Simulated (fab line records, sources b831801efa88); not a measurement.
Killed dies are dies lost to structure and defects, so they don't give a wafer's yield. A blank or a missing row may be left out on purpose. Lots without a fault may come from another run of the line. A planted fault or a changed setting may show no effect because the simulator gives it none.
fab line records | flow sky130
record lots=10 wafers=30 last_day=50
route steps=708 shown VIA1@470 PAD_OPEN@708
lots that met no fault: from a run of the same line without faults
start_h: hours from the record's first day to the start of the lot's first wafer shown | wait_h: hours since the lot's step before | " the same as in the row above | L1.1+2: a row that stands for several wafers | - no value, or no start given | * or withheld: withheld | < > ~ a bound
route shown NAME@n: a module of which the file shows steps, and the number in the route of the first | usual: mean/standard deviation of fault-free wafers | same: alike in all rows | chamber/n: place in a boat | sites: the reading at each site | _std_site: their standard deviation | _edge_site: outer sites' mean less inner sites' | radius_mm: how far each site lies from the wafer's centre | mask NAME#n: copy n | behind: the tool/chamber that last shaped the wafer | hold: why the lot was held/for how many hours/how that ended | device: the transistor (n, p or np) that didn't switch | end of line: the same wafers' tests at the end of the route | a step without rows: its recipe alone | killed: dies lost to structure and defects at the first sort, not the wafer's yield | map: a wafer's dies, x killed, . not, _ none there
set.NAME: the setting as run; set.NAME@STEP: as run at that earlier step | model.NAME: the simulator's own value behind a step, which no gauge read
steps of the route over a sample of lots; a table a step, a row a wafer
services: from which hour (start_h, from the record's first day; less than 0 if before it) a tool's chamber was out of use, for how many hours, and why
## steps
# step SKY_VIA1_CD_MEAS_12
# recipe target_cd_nm=150
# usual cd_nm=149.6/1.7
# columns lot.wafer tool chamber start_h wait_h cd_nm
L966.1 cd_sem-01 - 801.00 - 148.5
L966.4 " - " " 149.3
L966.6 " - " " 149.7
L967.4 cd_sem-02 - 809.47 - 146.5
L967.5 " - " " 147.4
L967.6 " - " " 145.8
L968.1 cd_sem-01 - 814.83 - 148.3
L968.5 " - " " 147.4
L968.6 " - " " 146.7
L976.3 cd_sem-01 - 877.70 - 148.9
L976.4 " - " " 149.4
L976.6 " - " " 148.0
L977.1 cd_sem-01 - 893.93 - 150.4
L977.4 " - " " 151.0
L977.6 " - " " 148.5
L981.2 cd_sem-02 - 921.40 - 149.5
L981.3 " - " " 149.3
L981.5 " - " " 148.9
L983.4 cd_sem-01 - 928.77 - 149.8
L983.5 " - " " 148.4
L983.6 " - " " 149.5
L984.3 cd_sem-01 - 939.75 - 148.7
L984.4 " - " " 148.2
L984.6 " - " " 148.9
L985.3 cd_sem-01 - 952.12 - 150.0
L985.4 " - " " 148.9
L985.5 " - " " 147.7
L988.2 cd_sem-02 - 957.38 - 150.3
L988.3 " - " " 150.7
L988.5 " - " " 150.6
# step SKY_VIA1_STRIP_16
# recipe chemistry=O2/N2 power_w=1400 pressure_mtorr=1500 platen_temp_c=withheld o2_flow_sccm=3000 n2_flow_sccm=300 overash_fraction=0.5
# usual drypump_motor_current_A=5.8/0.53 oes_product_au=0.417/0.0044 strip_time_to_endpoint_s=4.472/0.019
# columns lot.wafer tool chamber start_h wait_h drypump_motor_current_A oes_product_au rf_hours_counter_h strip_time_to_endpoint_s
L966.1 plasma_asher-01 1 801.25 0.0 5.8 0.410 71 4.494
L966.4 " 1 " " 5.7 0.414 - 4.482
L966.6 " 0 " " 6.8 0.422 - 4.506
L967.4 plasma_asher-01 1 809.69 0.0 5.8 0.413 - 4.471
L967.5 " 0 " " 6.7 0.408 - 4.441
L967.6 " 1 " " 5.8 0.415 - 4.429
L968.1 plasma_asher-02 0 815.08 0.0 5.3 0.417 102 4.475
L968.5 " 1 " " 5.1 0.423 - 4.471
L968.6 " 0 " " 5.3 0.417 - 4.495
L976.3 plasma_asher-02 1 877.93 0.1 5.0 0.416 - 4.479
L976.4 " 0 " " 5.3 0.418 - 4.512
L976.6 " 1 " " 5.1 0.418 - 4.461
L977.1 plasma_asher-04 1 894.18 0.0 6.1 0.426 10 4.479
L977.4 " 1 " " 6.1 0.417 - 4.471
L977.6 " 0 " " 5.7 0.409 - 4.443
L981.2 plasma_asher-04 0 921.62 0.0 5.7 0.412 13 4.474
L981.3 " 0 " " 5.7 0.413 - 4.462
L981.5 " 0 " " 5.7 0.415 - 4.469
L983.4 plasma_asher-02 0 928.99 0.1 5.3 0.409 - 4.487
L983.5 " 1 " " 5.1 0.418 - 4.490
L983.6 " 0 " " 5.3 0.416 - 4.473
L984.3 plasma_asher-04 1 939.99 0.1 6.1 0.412 - 4.471
L984.4 " 0 " " 5.7 0.420 - 4.480
L984.6 " 0 " " 5.7 0.413 - 4.497
L985.3 plasma_asher-01 0 952.36 0.1 6.8 0.414 - 4.475
L985.4 " 1 " " 5.8 0.415 - 4.465
L985.5 " 1 " " 5.8 0.420 - 4.454
L988.2 plasma_asher-04 0 957.60 0.0 5.7 0.411 16 4.476
L988.3 " 1 " " 6.1 0.417 - 4.456
L988.5 " 1 " " 6.1 0.420 - 4.464
# step SKY_VIA1_SPUTTER_20
# recipe material=TiN target_thk_nm=20 chamber_pressure_pa=5 power_w=4000 time_s=80
# usual throttle_valve_pct=29.6/0.65
# columns lot.wafer tool chamber start_h wait_h throttle_valve_pct
L966.1 pvd_sputter-01 - 801.88 0.0 29.5
L966.4 " - " " 28.8
L966.6 " - " " 28.9
L967.4 pvd_sputter-02 - 810.24 0.0 30.6
L967.5 " - " " 30.4
L967.6 " - " " 29.4
L968.1 pvd_sputter-01 - 815.71 0.0 29.5
L968.5 " - " " 30.2
L968.6 " - " " 29.1
L976.3 pvd_sputter-03 - 878.50 0.0 29.0
L976.4 " - " " 30.4
L976.6 " - " " 30.5
L977.1 pvd_sputter-03 - 894.84 0.0 30.0
L977.4 " - " " 28.9
L977.6 " - " " 28.9
L981.2 pvd_sputter-03 - 922.22 0.0 28.9
L981.3 " - " " 30.2
L981.5 " - " " 28.8
L983.4 pvd_sputter-02 - 929.55 0.0 30.3
L983.5 " - " " 29.8
L983.6 " - " " 29.7
L984.3 pvd_sputter-02 - 940.58 0.0 30.2
L984.4 " - " " 30.4
L984.6 " - " " 30.3
L985.3 pvd_sputter-03 - 952.96 0.0 28.9
L985.4 " - " " 28.8
L985.5 " - " " 30.0
L988.2 pvd_sputter-01 - 958.20 0.0 29.7
L988.3 " - " " 30.5
L988.5 " - " " 28.8
# step SKY_VIA1_CVD_21
# recipe material=W target_thk_nm=270 time_s=80.902 temp_c=400 pressure_torr=40
# usual heater_power_w=770/45
# columns lot.wafer tool chamber start_h wait_h heater_power_w
L966.1 cvd_w-02 0 801.94 0.0 802
L966.4 " 1 " " 765
L966.6 " 0 " " 809
L967.4 cvd_w-01 1 810.34 0.1 699
L967.5 " 0 " " 790
L967.6 " 1 " " 707
L968.1 cvd_w-02 1 815.77 0.0 790
L968.5 " 0 " " 814
L968.6 " 1 " " 769
L976.3 cvd_w-02 0 878.59 0.1 804
L976.4 " 1 " " 775
L976.6 " 0 " " 831
L977.1 cvd_w-02 0 894.90 0.0 820
L977.4 " 1 " " 785
L977.6 " 1 " " 783
L981.2 cvd_w-01 1 922.28 0.0 689
L981.3 " 0 " " 794
L981.5 " 0 " " 798
L983.4 cvd_w-02 1 929.64 0.1 768
L983.5 " 1 " " 767
L983.6 " 0 " " 818
L984.3 cvd_w-01 1 940.67 0.1 702
L984.4 " 0 " " 801
L984.6 " 0 " " 804
L985.3 cvd_w-02 0 953.05 0.1 792
L985.4 " 1 " " 770
L985.5 " 0 " " 845
L988.2 cvd_w-01 1 958.26 0.0 711
L988.3 " 0 " " 805
L988.5 " 0 " " 790
# step SKY_VIA1_RS_MEAS_22
# recipe thk_meas_gauge=four-point-probe reads=W_of_VIA1_CVD_21+TiN_of_VIA1_SPUTTER_20
# usual VIA1_W_RS=0.425/0.005
# columns lot.wafer tool chamber start_h wait_h hold VIA1_W_RS[ohm/sq]
L966.1 film_metro-04 - 802.03 0.1 - 0.426
L966.4 " - " " - 0.427
L966.6 " - " " - 0.428
L967.4 film_metro-02 - 810.46 0.1 - 0.439
L967.5 " - " " - 0.430
L967.6 " - " " - 0.437
L968.1 film_metro-02 - 815.86 0.1 - 0.427
L968.5 " - " " - 0.430
L968.6 " - " " - 0.423
L976.3 film_metro-04 - 878.69 0.1 - 0.426
L976.4 " - " " - 0.424
L976.6 " - " " - 0.431
L977.1 film_metro-03 - 894.99 0.1 - 0.429
L977.4 " - " " - 0.427
L977.6 " - " " - 0.429
L981.2 film_metro-04 - 922.48 0.2 - 0.425
L981.3 " - " " - 0.418
L981.5 " - " " - 0.417
L983.4 film_metro-02 - 929.76 0.1 await_dispo/0.2h/release 0.331
L983.5 " - " " await_dispo/0.2h/release 0.331
L983.6 " - " " await_dispo/0.2h/release 0.431
L983.4 film_metro-02 - 930.05 0.3 - 0.332
L983.5 " - " " - 0.331
L983.6 " - " " - 0.431
L984.3 film_metro-03 - 940.77 0.1 - 0.422
L984.4 " - " " - 0.420
L984.6 " - " " - 0.417
L985.3 film_metro-04 - 953.15 0.1 await_dispo/0.2h/release 0.429
L985.4 " - " " await_dispo/0.2h/release 0.330
L985.5 " - " " await_dispo/0.2h/release 0.430
L985.3 film_metro-04 - 953.44 0.3 - 0.431
L985.4 " - " " - 0.330
L985.5 " - " " - 0.430
L988.2 film_metro-04 - 958.37 0.1 - 0.430
L988.3 " - " " - 0.424
L988.5 " - " " - 0.426
# step SKY_VIA1_THK_MEAS_23
# recipe thk_meas_gauge=xrf reads=W_of_VIA1_CVD_21
# usual VIA1_W_THK=275/4.1
# columns lot.wafer tool chamber start_h wait_h hold VIA1_W_THK[nm]
L966.1 film_metro-04 - 802.15 0.1 - 276
L966.4 " - " " - 276
L966.6 " - " " - 274
L967.4 film_metro-02 - 810.55 0.1 - 264
L967.5 " - " " - 269
L967.6 " - " " - 264
L968.1 film_metro-02 - 815.98 0.1 - 271
L968.5 " - " " - 269
L968.6 " - " " - 274
L976.3 film_metro-04 - 878.79 0.1 - 277
L976.4 " - " " - 278
L976.6 " - " " - 273
L977.1 film_metro-03 - 895.11 0.1 - 272
L977.4 " - " " - 272
L977.6 " - " " - 270
L981.2 film_metro-04 - 922.59 0.1 - 274
L981.3 " - " " - 279
L981.5 " - " " - 280
L983.4 film_metro-02 - 932.51 2.4 await_dispo/0.2h/release 353
L983.5 " - " " await_dispo/0.2h/release 350
L983.6 " - " " await_dispo/0.2h/release 270
L983.4 film_metro-02 - 932.74 0.2 - 350
L983.5 " - " " - 351
L983.6 " - " " - 269
L984.3 film_metro-03 - 940.87 0.1 - 273
L984.4 " - " " - 276
L984.6 " - " " - 276
L985.3 film_metro-04 - 955.31 1.9 await_dispo/0.2h/release 274
L985.4 " - " " await_dispo/0.2h/release 358
L985.5 " - " " await_dispo/0.2h/release 274
L985.3 film_metro-04 - 955.54 0.2 - 274
L985.4 " - " " - 358
L985.5 " - " " - 274
L988.2 film_metro-04 - 958.48 0.1 - 273
L988.3 " - " " - 278
L988.5 " - " " - 276
# step SKY_VIA1_CMP_24
# recipe stop_on=SiO2 t_overpolish_s=15 down_force_psi=3.5 platen_rpm=60 target_thk_nm=0 pad_velocity_m_s=0.94248
# usual motor_current_A=10.6/0.94 time_to_endpoint_s=64.5/2.7
# columns lot.wafer tool chamber start_h wait_h hold motor_current_A time_to_endpoint_s
L966.4 cmp-01 1 802.26 0.1 - 11.5 66.1
L966.1 " 3 " " - 8.9 66.6
L966.6 " 0 " " - 11.4 66.8
L967.4 cmp-01 2 810.68 0.1 - 10.1 57.8
L967.5 " 0 " " - 11.6 63.4
L967.6 " 1 " " - 10.9 62.9
L968.1 cmp-01 2 816.19 0.2 - 10.1 63.6
L968.6 " 3 " " - 9.0 67.8
L968.5 " 0 " " - 12.2 65.6
L976.4 cmp-02 2 878.93 0.1 - 9.3 70.0
L976.3 " 3 " " - 10.8 66.7
L976.6 " 0 " " - 10.0 63.8
L977.1 cmp-01 2 895.27 0.1 - 10.1 64.6
L977.4 " 3 " " - 8.9 65.2
L977.6 " 0 " " - 12.0 63.3
L981.2 cmp-01 2 923.16 0.6 - 9.7 61.2
L981.3 " 3 " " - 9.3 65.1
L981.5 " 1 " " - 11.1 63.8
L983.4 cmp-02 3 935.54 2.8 await_dispo/2.3h/release 11.5 82.0
L983.6 " 0 " " await_dispo/2.3h/release 9.6 65.7
L983.5 " 1 " " await_dispo/2.3h/release 11.4 84.5
L984.4 cmp-02 0 940.91 0.0 - 9.6 70.1
L984.3 " 2 " " - 9.6 65.3
L984.6 " 1 " " - 11.4 66.7
L985.3 cmp-02 2 958.32 2.8 await_dispo/2.7h/release 9.2 58.0
L985.4 " 0 " " await_dispo/2.7h/release 10.2 80.2
L985.5 " 3 " " await_dispo/2.7h/release 10.4 60.4
L988.3 cmp-01 1 958.53 0.0 - 11.0 61.9
L988.2 " 0 " " - 11.3 62.7
L988.5 " 1 " " - 10.8 63.8
# step SKY_PAD_OPEN_PROBE_99
# usual defect_limited_yield=82.5/1.9 killed_at_M0_to_M3=44/7.2 killed_at_M4_up=2.9/1.8 killed_at_contacts=24/5.6 killed_at_front_end=15/4.2 killed_at_other=0.4/0.71 killed_dies=86/9.2 killed_open=47/7.2 killed_short=39/5.7 sort_bin_3_pad_short=0.9/0.4 sort_bin_5_function=10.2/1.6 sort_bin_6_memory=6.4/1.2 sort_n_pass=406/9.2 sort_yield_pct=82.5/1.9
# same gross_dies=492 killed_at_back_side=0 sort_bin_4_leakage[%]=0 sort_bin_8_speed[%]=0
# columns lot.wafer tool chamber start_h wait_h defect_limited_yield[%] killed_at_M0_to_M3 killed_at_M4_up killed_at_contacts killed_at_front_end killed_at_other killed_dies killed_open killed_short sort_bin_3_pad_short[%] sort_bin_5_function[%] sort_bin_6_memory[%] sort_n_pass sort_yield_pct[%]
L966.1 prober-01 - 1083.57 0.1 79.5 50 1 27 23 0 101 59 42 0.8 10.8 8.9 391 79.5
L966.4 prober-01 - 1083.72 0.2 81.1 41 6 25 21 0 93 52 41 0.8 10.6 7.5 399 81.1
L966.6 prober-01 - 1083.82 0.2 80.3 47 1 31 18 0 97 63 34 0.4 12.4 6.9 395 80.3
L967.4 prober-02 - 1088.73 0.2 80.9 57 0 17 18 2 94 49 45 1.0 12.2 5.9 398 80.9
L967.5 prober-02 - 1088.78 0.2 82.5 46 1 16 23 0 86 45 41 0.8 8.9 7.7 406 82.5
L967.6 prober-02 - 1088.83 0.2 82.7 36 9 23 17 0 85 48 35 1.2 9.6 6.5 407 82.7
L968.1 prober-01 - 1095.48 0.1 82.3 45 5 18 19 0 87 51 35 0.8 11.6 5.3 405 82.3
L968.5 prober-01 - 1095.68 0.2 84.1 34 1 31 11 1 78 44 34 1.2 9.3 5.3 414 84.1
L968.6 prober-01 - 1095.73 0.2 84.6 41 0 19 16 0 76 41 35 1.0 8.3 6.1 416 84.6
L976.3 prober-02 - 1143.17 0.2 85.2 42 1 17 13 0 73 39 34 0.2 8.9 5.7 419 85.2
L976.4 prober-02 - 1143.22 0.2 83.5 38 6 20 17 0 81 46 35 0.2 11.2 5.1 411 83.5
L976.6 prober-02 - 1143.32 0.2 83.7 33 2 26 19 0 80 50 29 0.8 10.8 4.7 412 83.7
L977.1 prober-02 - 1155.22 0.1 82.3 39 2 20 26 0 87 39 44 0.8 12.2 4.7 405 82.3
L977.4 prober-02 - 1155.37 0.2 82.5 30 4 29 23 0 86 43 42 0.4 10.6 6.5 406 82.5
L977.6 prober-02 - 1155.47 0.2 81.7 42 6 25 16 1 90 45 44 0 11.8 6.5 402 81.7
L981.2 prober-02 - 1172.88 0.1 82.5 52 2 22 7 3 86 46 38 0.6 11.0 5.9 406 82.5
L981.3 prober-02 - 1172.93 0.2 83.7 44 1 23 11 1 80 42 37 0.8 9.3 6.1 412 83.7
L981.5 prober-02 - 1173.03 0.2 79.3 54 4 24 20 0 102 55 46 1.0 11.8 7.9 390 79.3
L983.4 prober-02 - 1179.63 0.2 82.1 54 3 17 14 0 88 42 45 1.2 9.6 7.1 404 82.1
L983.5 prober-02 - 1179.68 0.2 83.5 39 1 24 17 0 81 49 30 1.2 8.3 6.9 411 83.5
L983.6 prober-02 - 1179.73 0.2 82.7 54 2 20 9 0 85 49 36 0.6 11.2 5.5 407 82.7
L984.3 prober-01 - 1185.48 0.2 81.5 44 3 26 18 0 91 53 38 1.2 9.8 7.5 401 81.5
L984.4 prober-01 - 1185.53 0.2 82.3 45 3 31 8 0 87 50 37 1.2 7.5 8.9 405 82.3
L984.6 prober-01 - 1185.63 0.2 80.9 53 3 24 14 0 94 57 37 0.2 12.0 6.9 398 80.9
L985.3 prober-02 - 1195.73 0.2 84.1 41 4 18 14 1 78 46 32 1.2 6.9 7.7 414 84.1
L985.4 prober-02 - 1195.78 0.2 80.9 46 2 26 20 0 94 53 41 2.0 11.2 5.9 398 80.9
L985.5 prober-02 - 1195.83 0.2 83.5 50 1 23 7 0 81 47 34 1.2 8.9 6.3 411 83.5
L988.2 prober-02 - 1198.23 0.1 84.1 42 6 20 10 0 78 45 33 0.4 9.8 5.7 414 84.1
L988.3 prober-02 - 1198.28 0.2 82.5 42 3 27 14 0 86 45 41 0.6 10.4 6.5 406 82.5
L988.5 prober-02 - 1198.38 0.2 82.9 41 3 23 17 0 84 44 40 1.4 9.6 6.1 408 82.9
# killed by level:class
L966.1 VIA3:geometric_particle:open=11 VIA1:geometric_particle:open=9 LI_CONTACT:geometric_particle:open=9 FIELD_ISO:geometric_particle:short=8 POLY_GATE:geometric_particle:open=7 CONTACT:geometric_particle:open=7 METAL2:geometric_particle:short=7 VIA2:geometric_particle:open=7
L966.4 VIA1:geometric_particle:open=12 CONTACT:geometric_particle:open=11 VIA3:geometric_particle:open=7 POLY_GATE:geometric_particle:short=6 POLY_GATE:geometric_particle:open=6 LI_CONTACT:geometric_particle:open=6 LOCAL_INTERCONNECT:geometric_particle:short=5 METAL4:geometric_particle:short=5
L966.6 VIA1:geometric_particle:open=14 CONTACT:geometric_particle:open=13 LI_CONTACT:geometric_particle:open=9 VIA3:geometric_particle:open=8 METAL2:geometric_particle:short=7 VIA2:geometric_particle:open=5 FIELD_ISO:geometric_particle:open=4 POLY_GATE:geometric_particle:open=4
L967.4 VIA1:geometric_particle:open=20 METAL1:geometric_particle:short=10 METAL2:geometric_particle:short=9 FIELD_ISO:geometric_particle:short=7 FIELD_ISO:geometric_particle:open=5 CONTACT:geometric_particle:open=5 VIA3:geometric_particle:open=5 LOCAL_INTERCONNECT:geometric_particle:short=4
L967.5 VIA1:geometric_particle:open=13 POLY_GATE:geometric_particle:short=8 VIA1:geometric_particle:short=7 LI_CONTACT:geometric_particle:open=6 FIELD_ISO:geometric_particle:open=5 VIA2:geometric_particle:open=5 FIELD_ISO:geometric_particle:short=4 METAL1:geometric_particle:short=4
L967.6 LI_CONTACT:geometric_particle:open=9 METAL2:geometric_particle:short=7 CONTACT:geometric_particle:open=7 VIA1:geometric_particle:open=7 METAL4:geometric_particle:short=6 VIA2:geometric_particle:open=5 FIELD_ISO:geometric_particle:open=4 FIELD_ISO:geometric_particle:short=4
L968.1 VIA2:geometric_particle:open=9 VIA1:geometric_particle:open=8 VIA3:geometric_particle:open=7 CONTACT:geometric_particle:open=6 POLY_GATE:geometric_particle:open=5 LI_CONTACT:geometric_particle:open=5 FIELD_ISO:geometric_particle:short=4 METAL3:geometric_particle:short=4
L968.5 CONTACT:geometric_particle:open=14 LOCAL_INTERCONNECT:geometric_particle:short=7 VIA2:geometric_particle:open=7 VIA1:geometric_particle:open=6 METAL2:geometric_particle:short=5 FIELD_ISO:geometric_particle:open=4 LI_CONTACT:geometric_particle:open=4 METAL3:geometric_particle:short=4
L968.6 VIA3:geometric_particle:open=12 LI_CONTACT:geometric_particle:open=8 VIA1:geometric_particle:short=8 POLY_GATE:geometric_particle:short=7 VIA1:geometric_particle:open=7 METAL1:geometric_particle:short=4 POLY_GATE:geometric_particle:open=3 LI_CONTACT:geometric_particle:short=3
L976.3 VIA1:geometric_particle:open=9 METAL2:geometric_particle:short=7 FIELD_ISO:geometric_particle:open=6 METAL1:geometric_particle:short=6 VIA1:geometric_particle:short=5 VIA2:geometric_particle:open=5 LI_CONTACT:geometric_particle:open=4 LOCAL_INTERCONNECT:geometric_particle:short=4
L976.4 VIA1:geometric_particle:open=13 LOCAL_INTERCONNECT:geometric_particle:short=7 VIA2:geometric_particle:open=6 FIELD_ISO:geometric_particle:open=5 METAL4:geometric_particle:short=5 CONTACT:geometric_particle:open=4 CONTACT:geometric_particle:short=4 METAL2:geometric_particle:open=4
L976.6 VIA1:geometric_particle:open=12 LI_CONTACT:geometric_particle:open=10 CONTACT:geometric_particle:open=8 VIA3:geometric_particle:open=5 FIELD_ISO:geometric_particle:open=4 CONTACT:geometric_particle:short=4 VIA1:geometric_particle:short=4 VIA2:geometric_particle:open=4
L977.1 VIA1:geometric_particle:open=9 POLY_GATE:geometric_particle:short=7 CONTACT:geometric_particle:short=6 VIA3:geometric_particle:open=6 VIA3:geometric_particle:short=5 POLY_GATE:geometric_particle:open=4 LI_CONTACT:geometric_particle:open=4 METAL1:geometric_particle:short=4
L977.4 CONTACT:geometric_particle:open=8 VIA1:geometric_particle:open=8 FIELD_ISO:geometric_particle:open=6 LI_CONTACT:geometric_particle:open=6 LOCAL_INTERCONNECT:geometric_particle:short=6 VIA2:geometric_particle:open=6 FIELD_ISO:geometric_particle:short=5 POLY_GATE:geometric_particle:short=5
L977.6 CONTACT:geometric_particle:open=13 VIA1:geometric_particle:open=10 METAL1:geometric_particle:short=9 VIA2:geometric_particle:open=8 LOCAL_INTERCONNECT:geometric_particle:short=7 VIA3:geometric_particle:open=6 METAL4:geometric_particle:short=6 FIELD_ISO:geometric_particle:short=4
L981.2 VIA1:geometric_particle:open=13 LI_CONTACT:geometric_particle:open=9 CONTACT:geometric_particle:open=8 VIA2:geometric_particle:open=7 METAL3:geometric_particle:short=6 VIA2:geometric_particle:short=5 METAL1:geometric_particle:short=5 METAL2:geometric_particle:short=5
L981.3 VIA1:geometric_particle:open=12 CONTACT:geometric_particle:open=9 METAL1:geometric_particle:short=7 VIA1:geometric_particle:short=7 LI_CONTACT:geometric_particle:open=5 VIA3:geometric_particle:open=5 POLY_GATE:geometric_particle:short=4 VIA2:geometric_particle:short=4
L981.5 VIA1:geometric_particle:open=14 METAL2:geometric_particle:short=9 VIA2:geometric_particle:open=8 FIELD_ISO:geometric_particle:open=7 LI_CONTACT:geometric_particle:open=7 VIA3:geometric_particle:open=7 FIELD_ISO:geometric_particle:short=6 CONTACT:geometric_particle:open=6
L983.4 VIA1:geometric_particle:open=14 METAL1:geometric_particle:short=7 VIA3:geometric_particle:open=6 FIELD_ISO:geometric_particle:short=5 CONTACT:geometric_particle:open=5 VIA1:geometric_particle:short=5 VIA2:geometric_particle:short=5 LI_CONTACT:geometric_particle:open=4
L983.5 VIA2:geometric_particle:open=9 CONTACT:geometric_particle:open=8 VIA1:geometric_particle:open=8 FIELD_ISO:geometric_particle:open=7 LI_CONTACT:geometric_particle:open=6 VIA3:geometric_particle:open=6 CONTACT:geometric_particle:short=4 VIA2:geometric_particle:short=4
L983.6 VIA2:geometric_particle:open=11 VIA1:geometric_particle:open=9 LI_CONTACT:geometric_particle:open=8 METAL1:geometric_particle:short=8 VIA3:geometric_particle:open=6 CONTACT:geometric_particle:open=6 METAL2:geometric_particle:short=6 VIA1:geometric_particle:short=6
L984.3 CONTACT:geometric_particle:open=12 VIA1:geometric_particle:open=9 FIELD_ISO:geometric_particle:short=7 VIA3:geometric_particle:open=7 FIELD_ISO:geometric_particle:open=6 METAL1:geometric_particle:short=6 VIA2:geometric_particle:open=6 LI_CONTACT:geometric_particle:short=4
L984.4 VIA1:geometric_particle:open=13 CONTACT:geometric_particle:open=10 VIA2:geometric_particle:open=8 CONTACT:geometric_particle:short=6 METAL2:geometric_particle:short=6 FIELD_ISO:geometric_particle:open=5 LI_CONTACT:geometric_particle:short=5 LI_CONTACT:geometric_particle:open=5
L984.6 VIA1:geometric_particle:open=11 CONTACT:geometric_particle:open=11 VIA2:geometric_particle:open=10 METAL2:geometric_particle:short=6 METAL1:geometric_particle:short=6 VIA3:geometric_particle:open=6 LOCAL_INTERCONNECT:geometric_particle:short=5 METAL1:geometric_particle:open=5
L985.3 VIA2:geometric_particle:open=8 VIA1:geometric_particle:short=8 LI_CONTACT:geometric_particle:open=7 POLY_GATE:geometric_particle:open=6 VIA1:geometric_particle:open=6 CONTACT:geometric_particle:open=5 VIA3:geometric_particle:open=4 LOCAL_INTERCONNECT:geometric_particle:short=3
L985.4 CONTACT:geometric_particle:open=11 VIA1:geometric_particle:open=8 VIA2:geometric_particle:open=7 METAL1:geometric_particle:short=6 VIA2:geometric_particle:short=6 POLY_GATE:geometric_particle:open=5 LOCAL_INTERCONNECT:geometric_particle:short=5 VIA3:geometric_particle:open=5
L985.5 VIA1:geometric_particle:open=14 LI_CONTACT:geometric_particle:open=8 VIA1:geometric_particle:short=7 VIA2:geometric_particle:open=7 CONTACT:geometric_particle:open=5 METAL2:geometric_particle:short=5 CONTACT:geometric_particle:short=4 LI_CONTACT:geometric_particle:short=3
L988.2 VIA3:geometric_particle:open=10 CONTACT:geometric_particle:open=8 VIA1:geometric_particle:open=7 VIA2:geometric_particle:open=6 METAL1:geometric_particle:short=5 METAL4:geometric_particle:short=5 POLY_GATE:geometric_particle:short=4 LI_CONTACT:geometric_particle:open=4
L988.3 VIA3:geometric_particle:open=11 CONTACT:geometric_particle:open=10 CONTACT:geometric_particle:short=7 METAL1:geometric_particle:short=7 POLY_GATE:geometric_particle:open=5 LI_CONTACT:geometric_particle:open=5 METAL2:geometric_particle:short=5 VIA2:geometric_particle:short=4
L988.5 VIA3:geometric_particle:open=9 CONTACT:geometric_particle:open=9 FIELD_ISO:geometric_particle:short=6 VIA1:geometric_particle:open=6 LI_CONTACT:geometric_particle:short=5 POLY_GATE:geometric_particle:short=4 LI_CONTACT:geometric_particle:open=4 VIA2:geometric_particle:open=4
## services
# columns tool chamber start_h hours kind
cmp-01 - 791.41 2.0 repair
plasma_asher-04 - 802.75 14.6 pm
cmp-02 - 808.60 0.2 repair
plasma_asher-02 - 827.59 0.6 repair
pvd_sputter-02 - 844.33 19.4 repair
pvd_sputter-01 - 850.76 3.4 repair
pvd_sputter-03 - 853.92 0.7 repair
pvd_sputter-02 - 854.44 0.8 repair
cmp-02 - 860.85 1.1 repair
cvd_w-02 - 870.33 2.8 pm
plasma_asher-01 - 881.74 2.8 pm
cmp-02 - 884.59 10.6 pm
cvd_w-02 - 892.18 0.7 repair
cmp-02 - 901.34 0.9 repair
cvd_w-02 - 904.00 14.0 pm
cvd_w-01 1 905.00 2.7 repair
pvd_sputter-03 - 905.86 16.3 repair
cmp-01 - 912.37 4.0 pm
cmp-02 - 919.82 1.0 repair
cmp-02 - 922.38 6.5 pm
pvd_sputter-03 - 923.71 4.6 repair
cmp-01 - 931.09 4.1 pm
pvd_sputter-03 - 944.22 2.4 repair
cvd_w-01 1 953.36 3.8 repair
## key
first_sign step=SKY_VIA1_RS_MEAS_22 reading=visit direction=added
effect step=SKY_VIA1_RS_MEAS_22 reading=VIA1_W_RS direction=down sigmas=19 usual=0.425 struck=0.331
effect step=SKY_VIA1_THK_MEAS_23 reading=visit direction=added
effect step=SKY_VIA1_THK_MEAS_23 reading=VIA1_W_THK direction=up sigmas=19 usual=275 struck=354
effect step=SKY_VIA1_CMP_24 reading=time_to_endpoint_s direction=up sigmas=6.6 usual=* struck=*
met_at SKY_VIA1_CVD_21
struck_lots L983,L985
struck_wafers L983.4,L983.5,L985.4
not_acting_at SKY_VIA1_CD_MEAS_12,SKY_VIA1_STRIP_16,SKY_VIA1_SPUTTER_20
onset_between 894.90 929.64
fault kind=process_parameter_drift tool=cvd_w-02 chamber=1 onset_h=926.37 steps=SKY_VIA1_CVD_21 channel=target_thk_nm offset=78.928 shape=step end_h=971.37 acts_in=these_recipes_only stated=270
